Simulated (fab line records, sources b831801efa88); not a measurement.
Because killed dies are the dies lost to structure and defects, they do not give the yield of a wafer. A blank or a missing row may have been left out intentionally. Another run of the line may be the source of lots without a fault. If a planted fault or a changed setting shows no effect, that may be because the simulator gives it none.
Which tool did it? :: flow gf180mcu :: 6 lots, 18 wafers sampled, at 3 steps of a route of 602

## WHAT EACH GAUGE READ, for each wafer
GF_DUAL_GATE_OVL_MEAS_11.
lot: L956
measured: day 8 14:20
on: overlay-01
DUAL_GATE_OVL (nm): 0.7 0.2 -1.7

lot: L958
measured: day 9 00:44
on: overlay-02
DUAL_GATE_OVL (nm): 0.9 0.3 0.6

lot: L960
measured: day 9 15:21
on: overlay-02
DUAL_GATE_OVL (nm): -1.7 -2.5 -1.8

lot: L962
measured: day 10 10:28
on: overlay-01
DUAL_GATE_OVL (nm): 1.5 1.0 2.0

lot: L964
measured: day 10 19:45
on: overlay-02
DUAL_GATE_OVL (nm): 0.8 0.4 1.1

lot: L970
measured: day 12 16:37
on: overlay-01
DUAL_GATE_OVL (nm): - - -

## WHICH TOOL RAN EACH LOT (tool, then ch and the chambers of the sampled wafers, then the start)
lot: L956
GF_STI_STRIP_15: plasma asher-04 ch 0,1, day 2 07:40
GF_DUAL_GATE_EXPOSE_08: iline stepper-02 ch 0, day 8 06:09

lot: L958
GF_STI_STRIP_15: plasma asher-04 ch 0,1, day 2 17:20
GF_DUAL_GATE_EXPOSE_08: iline stepper-02 ch 0, day 8 16:55

lot: L960
GF_STI_STRIP_15: plasma asher-01 ch 0,1, day 3 03:31
GF_DUAL_GATE_EXPOSE_08: iline stepper-02 ch 0, day 9 07:02

lot: L962
GF_STI_STRIP_15: plasma asher-01 ch 0,1, day 3 16:17
GF_DUAL_GATE_EXPOSE_08: iline stepper-02 ch 0, day 10 01:26

lot: L964
GF_STI_STRIP_15: plasma asher-01 ch 0,1, day 4 00:17
GF_DUAL_GATE_EXPOSE_08: iline stepper-01 ch 0, day 10 11:28

lot: L970
GF_STI_STRIP_15: plasma asher-03 ch 0,1, day 5 06:05
GF_DUAL_GATE_EXPOSE_08: iline stepper-02 ch 0, day 12 07:13
- GF_STI_STRIP_15: strips in O2/N2.
- GF_DUAL_GATE_EXPOSE_08: exposes mask Dualgate, target cd 700 nm.

## THE ANSWER, worked out from the rows above alone
Rule: the usual values come from the lots themselves. The widest of any qualifying gaps counts: lots, ordered by their means at a reading, are off when they make up no more than a third of the lots, leave a main group of 4 or more, and stand apart from it by 3 or more times the standard deviation of that group's means. A main group whose means are all the same, to the digits that the tables above print for the reading, isn't used. A lot without any number at a reading at which 4 lots or more have one is off too. The other lots that the step has rows for count as sound.
Off: L970, at GF_DUAL_GATE_OVL_MEAS_11 (DUAL_GATE_OVL). Without a number there: L970. Main group: mean 0.1 nm, sd 1.2.
If a tool, at a process step before that reading, ran all the lots that are off and no sound lot after the first of them, it fits. Gauges at GF_DUAL_GATE_OVL_MEAS_11: tried the same way as those tools. Can't be told from this: 3 tools fit, plasma asher-03 at GF_STI_STRIP_15, iline stepper-02 at GF_DUAL_GATE_EXPOSE_08, overlay-01 at GF_DUAL_GATE_OVL_MEAS_11.

## WHAT THE SIMULATOR PUT IN
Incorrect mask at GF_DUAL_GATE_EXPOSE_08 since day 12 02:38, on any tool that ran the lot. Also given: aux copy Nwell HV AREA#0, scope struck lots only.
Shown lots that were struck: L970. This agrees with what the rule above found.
